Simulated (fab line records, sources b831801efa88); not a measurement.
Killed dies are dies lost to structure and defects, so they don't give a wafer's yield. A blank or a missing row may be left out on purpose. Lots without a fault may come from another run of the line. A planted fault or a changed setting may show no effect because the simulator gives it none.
Problem report in the 8D (eight disciplines) form, filled by code | flow sky130 | the parts of the form that need people (team, actions taken, sign-off) are left out

1. THE PROBLEM
beam_energy_keV at SKY_PWDE_IMPLANT_08 reads a mean of 147.33 on 6 wafers of 2 lots; wafers without a fault read 150.00 with a standard deviation of 0.041. That is -65 standard deviations from the usual mean.
First seen on wafer L748.3, day 7 00:49, on implanter-04. The record holds 36 wafers of 12 lots with a number at this step. Rule for "out", or "out of limits": more than 4 standard deviations from the usual mean. The other wafers with a number count as sound.

2. WHAT IT IS AND WHAT IT IS NOT
question                    | is                     | is not
which readings at this step | beam_energy_keV        | dose_ions_cm2, faraday_current_uA
which lots                  | L748, L749             | L735, L736, L737, L738, L740, L742, L746, L747, L750, L755
which wafers of those lots  | all that have a number | -
read on which tools         | implanter-04           | implanter-02, implanter-03
when                        | from day 7 00:49       | up to then (24 sound wafers); but 6 sound wafers of L750, L755 came after

3. SUSPECTS, AND WHAT RULES EACH OUT
Counting: a tool at a process step up to the reading stays a suspect if it ran every lot that is out and no sound lot after the first of them.
- rie_si-02 at SKY_FIELD_ISO_ETCH_17 (etches Si in HBr/Cl2/O2, target depth 342 nm, time 97.7 s): ruled out as a lasting fault. Sound lots L750 ran on it after its first lot that is out, L748 (day 5 06:01).
- implanter-04 at SKY_PWDE_IMPLANT_08: kept. It ran every lot that is out, first L748 (day 7 00:49), and no sound lot after that; its last sound lot up to then is L747 (day 6 19:57). Its own readings are out on those wafers: beam_energy_keV.
Left after counting: implanter-04 at SKY_PWDE_IMPLANT_08.

4. THE CAUSE (what the simulator had put in)
Process parameter drift: implanter-04, from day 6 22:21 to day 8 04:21, at SKY_PWDE_IMPLANT_08. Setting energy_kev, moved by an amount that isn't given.
Counting left only this tool.

5. THE CHAIN OF EFFECTS, in route order
Each row: a reading whose mean over the struck wafers that have a number lies more than 3 standard deviations from the usual. Only readings for which the record gives a usual standard deviation are gone through. hours: the time from each lot's start at the first step in this table that gives one to its start at this step, as a median over the lots. sigmas: the change in usual standard deviations.
hours | step                | reading         | usual  | on struck wafers | change | sigmas
0     | SKY_PWDE_IMPLANT_08 | beam_energy_keV | 150.00 | 147.33           | -2.67  | -65
The process steps in it:
- SKY_PWDE_IMPLANT_08
Later measuring or inspecting steps at which every struck wafer that the step has a row for has a number for every such reading, and none has moved that far: SKY_LDD_HVN_OVL_MEAS_07.

6. WHAT WOULD HAVE CAUGHT IT SOONER
In this record the first reading out of limits was taken at day 7 00:49, 2 hours after the fault began at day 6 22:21.
